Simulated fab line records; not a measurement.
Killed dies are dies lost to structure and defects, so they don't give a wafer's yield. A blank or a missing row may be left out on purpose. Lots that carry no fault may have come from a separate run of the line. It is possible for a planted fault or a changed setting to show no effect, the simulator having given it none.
A struck lot beside a sound one || flow sfq_line || 43 steps out of a route of 325
Sound: the wafers L800.3, L800.4, L800.5. The struck wafers were L818.1, L818.3, L818.5. Last of all comes the cause.
For every step that has rows: the tool of each side, followed by ch and its chambers, followed by its first start. Under that, the readings that differ: sound wafers || struck wafers || difference of the means || sigmas: that difference in standard deviations of wafers without a fault.
alike: words and numbers the same on both sides, and readings whose means are apart by under 2 such deviations; not compared: readings that were withheld, readings missing a value for some wafer, numbers with overlapping values and no deviation given by the record, and bounds like >300 which may hide the same value.
Wherever a step has rows on one side only, a row that says differs or no value, or a row with sigmas, the two part there. When numbers do not overlap yet have no deviation, they are printed without sigmas and do not part them. A reading missing from all wafers of one side parts the sides only when that side holds two or more wafers.

SFQ_TRILAYER_JJ_CE_BARC_OPEN_RIE_150: chemistry O2, target BARC, target depth 240 nm, time 80 s.
  sound on rie_metal-04 ch 0,1, day 43 10:20; struck on rie_metal-03 ch 0,1, day 62 21:37
  alike: bias_w, drypump_motor_current_A, oes_product_au
  not compared: rf_hours_counter_h
then, 10 steps without rows for these wafers: SFQ_TRILAYER_JJ_CE_ETCH_RIE_118 (chemistry SF6, target Nb, stops on Al2O3, time 97.7 s, target depth 170 nm); SFQ_TRILAYER_JJ_ANODIZE_ANODIZE_119; SFQ_TRILAYER_JJ_CE_STRIP_STRIP_120 (strips in O2); SFQ_TRILAYER_JJ_CE_STRIP_SOLV_CLEAN_121 (cleans in NMP, time 600 s); SFQ_TRILAYER_M5_LITHO_COAT_128 (resist thk 62 nm); SFQ_TRILAYER_M5_LITHO_COAT_123 (resist thk 600 nm); SFQ_TRILAYER_M5_LITHO_SOFTBAKE_127; SFQ_TRILAYER_M5_LITHO_EXPOSE_124 (exposes mask M5, target cd 700 nm); SFQ_TRILAYER_M5_LITHO_PEB_126 (peb time 60 s); SFQ_TRILAYER_M5_LITHO_DEVELOP_125 (time 60 s).
-- the record jumps here: 6 days lie between the struck wafers' starts before and after --
SFQ_M5_OVL_MEAS_932:
  sound on overlay-02 at day 49 02:01; struck on overlay-01 at day 68 11:13
  alike: M5_OVL
SFQ_TRILAYER_M5_BARC_OPEN_METAL_ETCH_161: etches BARC in O2, target depth 125 nm, time 41.7 s.
  sound on rie_metal-02 ch 0,1, day 49 02:04; struck on rie_metal-02 ch 0,1, day 68 11:15
  no value came back on the struck wafers for any of 5 readings (bias_w (W), chamber_pressure_mTorr (mTorr) and others); on the sound wafers bias_w (W) reads 80.05 79.76 79.55
{"reading": "model.KrF_of_TRILAYER_M5_LITHO_COAT_123.thk_nm (nm)", "sound": "524.7 525.3 524.2", "struck": "575.9 574.6 574.2", "difference": "+50.2", "sigmas": ""}
  not compared: rf_hours_counter_h
SFQ_TRILAYER_M5_ETCH_METAL_ETCH_126: etches Nb in Cl2/BCl3, stops on SiO2, time 203.2 s, target depth 265 nm.
  sound on rie_metal-02 ch 0,1, day 49 02:10; struck on rie_metal-02 ch 0,1, day 68 11:18
{"reading": "oes_product_au (a.u.)", "sound": "0.736 0.724 0.726", "struck": "0.380 0.375 0.378", "difference": -0.351, "sigmas": -51}
{"reading": "model.KrF_of_TRILAYER_M5_LITHO_COAT_123.thk_nm (nm)", "sound": "370.9 373.9 372.3", "struck": "424.7 421.7 423.1", "difference": "+50.8", "sigmas": ""}
  alike: bias_w, chamber_pressure_mTorr, drypump_motor_current_A
  not compared: rf_hours_counter_h
then, 3 steps without rows for these wafers: SFQ_TRILAYER_M5_STRIP_STRIP_127 (strips in O2); SFQ_TRILAYER_M5_STRIP_SOLV_CLEAN_128 (cleans in NMP, time 600 s); SFQ_TRILAYER_A5B_DEP_PECVD_129 (deposits SiO2 from SiH4/N2O, time 133.33 s, target thk 600 nm).
SFQ_TRILAYER_A5B_CMP_CMP_130: polishes, stops on Nb, target thk 340.7 nm.
  sound on cmp-01 ch 0,1,2, day 49 22:46; struck on cmp-02 ch 1,2, day 68 12:54
  alike: motor_current_A, retaining_ring_pressure_frac, slurry_filter_dp_kPa
SFQ_TRILAYER_A5B_METRO_MEASURE_131:
  sound on film_metro-04 at day 50 02:10; struck on film_metro-04 at day 68 15:54
  alike: thk_nm
SFQ_TRILAYER_R5_DEP_SPUTTER_132: material Ti, target thk 5 nm, time 5 s.
  sound on pvd_sputter-04 at day 50 02:58; struck on pvd_sputter-05 at day 68 17:06
  alike: throttle_valve_pct
then, 2 steps without rows for these wafers: SFQ_TRILAYER_R5_DEP_SPUTTER_133 (material MoNx, target thk 40 nm, time 66.7 s); SFQ_TRILAYER_R5_DEP_SPUTTER_134 (material Ti, target thk 5 nm, time 5 s).
SFQ_R5_RS_MEAS_933: the measuring method here is four-point-probe.
  sound on film_metro-03 at day 50 03:06; struck on film_metro-03 at day 68 17:11
  alike: R5_MONX_RS
SFQ_R5_THK_MEAS_934: measures by xrf.
  sound on film_metro-03 at day 50 03:12; struck on film_metro-03 at day 68 17:19
  alike: R5_MONX_THK
then, 3 steps without rows for these wafers: SFQ_TRILAYER_R5_LITHO_COAT_141 (resist thk 62 nm); SFQ_TRILAYER_R5_LITHO_COAT_136 (resist thk 600 nm); SFQ_TRILAYER_R5_LITHO_SOFTBAKE_140.
SFQ_TRILAYER_R5_LITHO_EXPOSE_137: exposes mask R5, target cd 500 nm.
  struck on krf_scanner-01, day 68 20:30; sound on krf_scanner-01 ch 0, day 55 13:44
  no value came back on the struck wafers for exposure_dose_mJ_cm2, focus_offset_nm (nm), reticle_temp_C (C); on the sound wafers exposure_dose_mJ_cm2 reads 14.424 14.397 14.403
  alike: mask
then, 2 steps without rows for these wafers: SFQ_TRILAYER_R5_LITHO_PEB_139 (peb time 60 s); SFQ_TRILAYER_R5_LITHO_DEVELOP_138 (time 60 s).
SFQ_R5_OVL_MEAS_935:
  sound on overlay-02 at day 55 14:50; struck on overlay-01 at day 68 22:00
{"reading": "R5_OVL (nm)", "sound": "7 -2 0", "struck": "- - -", "difference": "no value on the struck wafers", "sigmas": ""}
SFQ_TRILAYER_R5_BARC_OPEN_METAL_ETCH_177: etches BARC in O2, target depth 125 nm, time 41.7 s.
  sound on rie_metal-02 ch 0,1, day 55 14:53; struck on rie_metal-01 ch 0,1, day 68 22:02
  alike: bias_w, chamber_pressure_mTorr, drypump_motor_current_A, oes_product_au
  not compared: rf_hours_counter_h
then, 9 steps without rows for these wafers: SFQ_TRILAYER_R5_ETCH_METAL_ETCH_139 (etches the open film in Cl2, stops on SiO2, target depth 60 nm, time 40 s); SFQ_TRILAYER_R5_STRIP_STRIP_140 (strips in O2); SFQ_TRILAYER_R5_STRIP_SOLV_CLEAN_141 (cleans in NMP, time 600 s); SFQ_TRILAYER_A5C_DEP_PECVD_142 (deposits SiO2 from SiH4/N2O, time 15.556 s, target thk 70 nm); SFQ_TRILAYER_I5_LITHO_COAT_149 (resist thk 62 nm); SFQ_TRILAYER_I5_LITHO_COAT_144 (resist thk 650 nm); SFQ_TRILAYER_I5_LITHO_SOFTBAKE_148; SFQ_TRILAYER_I5_LITHO_PEB_147 (peb time 60 s); SFQ_TRILAYER_I5_LITHO_DEVELOP_146 (time 60 s).
-- the record jumps here: 5 days lie between the struck wafers' starts before and after --
SFQ_TRILAYER_I5_ETCH_VIA_ETCH_147: etches the open film in CHF3, stops on Nb, target depth 360 nm.
  sound on rie_diel-01 ch 0,2,3, day 55 18:08; struck on rie_diel-02 ch 1,2, day 74 05:25
{"reading": "bias_w (W)", "sound": "80.04 80.20 80.14", "struck": "79.37 79.89 79.60", "difference": -0.51, "sigmas": -2}
{"reading": "oes_product_au (a.u.)", "sound": "0.996 0.996 0.995", "struck": "0.375 0.376 0.371", "difference": -0.622, "sigmas": "-99 or more"}
  alike: chamber_pressure_mTorr, drypump_motor_current_A
  not compared: model.I5.cd_nm
-- the record jumps here: 13 days lie between the struck wafers' starts before and after --
SFQ_M8_BOW_MEAS_951:
  sound on film_metro-03 at day 82 12:05; struck on film_metro-02 at day 87 06:26
{"reading": "M8_BOW (um)", "sound": "18 17 14", "struck": "-7 -6 2", "difference": -20, "sigmas": -2}
{"reading": "model.etest.r5.comb_log10_ohm", "sound": "12 12 12", "struck": "0 0 0", "difference": -12, "sigmas": ""}
{"reading": "model.etest.m5.comb_log10_ohm", "sound": "12 12 12", "struck": "0 0 0", "difference": -12, "sigmas": ""}
{"reading": "model.etest.jj.g_times", "sound": "1.001 0.9981 0.9982", "struck": "0 0 0", "difference": -1, "sigmas": ""}

## WHERE THEY PART
At SFQ_TRILAYER_M5_BARC_OPEN_METAL_ETCH_161 first; at SFQ_M8_BOW_MEAS_951 last (within this record only).

WHY: what the simulator had put in
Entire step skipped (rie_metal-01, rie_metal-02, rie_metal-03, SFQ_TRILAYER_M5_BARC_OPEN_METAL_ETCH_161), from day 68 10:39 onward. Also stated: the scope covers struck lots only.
